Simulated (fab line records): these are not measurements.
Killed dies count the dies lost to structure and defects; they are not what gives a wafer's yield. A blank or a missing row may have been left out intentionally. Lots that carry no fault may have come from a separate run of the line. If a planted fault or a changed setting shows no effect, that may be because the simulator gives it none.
Matching of chambers ; flow gf180mcu ; GF_V5_CMP_04 on cmp-01: 4 sister chambers
The step polishes SiO2. 16 wafers are shown with their chamber, then 8 later ones without.

== EACH WAFER AND ITS CHAMBER ==
wafer;chamber;motor_current_A (A);platen_rpm (rpm)
L363.1;0;11.3;60.01
L363.4;1;12.2;60.04
L363.6;1;12.3;60.06
L364.2;2;12.6;59.99
L364.4;3;10.3;59.98
L364.6;1;12.4;60.03
L370.2;3;9.8;60.02
L370.5;1;13.1;59.94
L370.6;0;10.9;60.01
L372.2;0;11.2;60.00
L372.3;3;10.6;59.97
L372.4;1;12.2;60.03
L373.3;3;10.5;59.99
L373.5;1;12.9;60.00
L373.6;0;11.5;59.99
L383.2;3;10.9;60.04

SIGNATURES (means of the wafers above)
reading;chamber 0;chamber 1;chamber 2;chamber 3;scatter within a chamber
motor_current_A;11.225;12.517;12.600;10.420;0.366
platen_rpm;60.0025;60.0167;59.9900;60.0000;0.0324
Rule: for each reading, subtract the chamber's mean from the wafer's reading, divide by that reading's scatter and square the result; add these up over the readings and take the root, which gives the wafer's distance from the chamber. If the next closest chamber is less than 2 further off than the closest, the wafer can't be placed; otherwise it belongs to the closest. The scatter is the square root of a quotient: the sum, over the shown wafers, of each reading's squared deviation from its chamber's mean, divided by wafers minus chambers.

== WAFERS WHOSE CHAMBER IS MISSING ==
wafer;motor_current_A (A);platen_rpm (rpm)
L383.3;12.3;60.05
L383.6;12.4;60.09
L385.2;10.6;59.97
L385.3;11.3;60.03
L385.6;12.8;59.97
L384.4;12.5;60.03
L384.5;10.5;60.02
L384.6;11.0;59.94

== WHICH CHAMBER EACH WENT THROUGH ==
wafer;from the rows above;in truth
L383.3;can't be placed: 1 or 2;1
L383.6;can't be placed: 1 or 2 or 0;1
L385.2;can't be placed: 3 or 0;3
L385.3;can't be placed: 0 or 3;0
L385.6;can't be placed: 2 or 1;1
L384.4;can't be placed: 1 or 2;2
L384.5;can't be placed: 3 or 0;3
L384.6;can't be placed: 0 or 3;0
Correctly placed: 0 of 8. These rows do not allow placing 8 (true chamber among the candidates in 8). 0 placed wrongly.
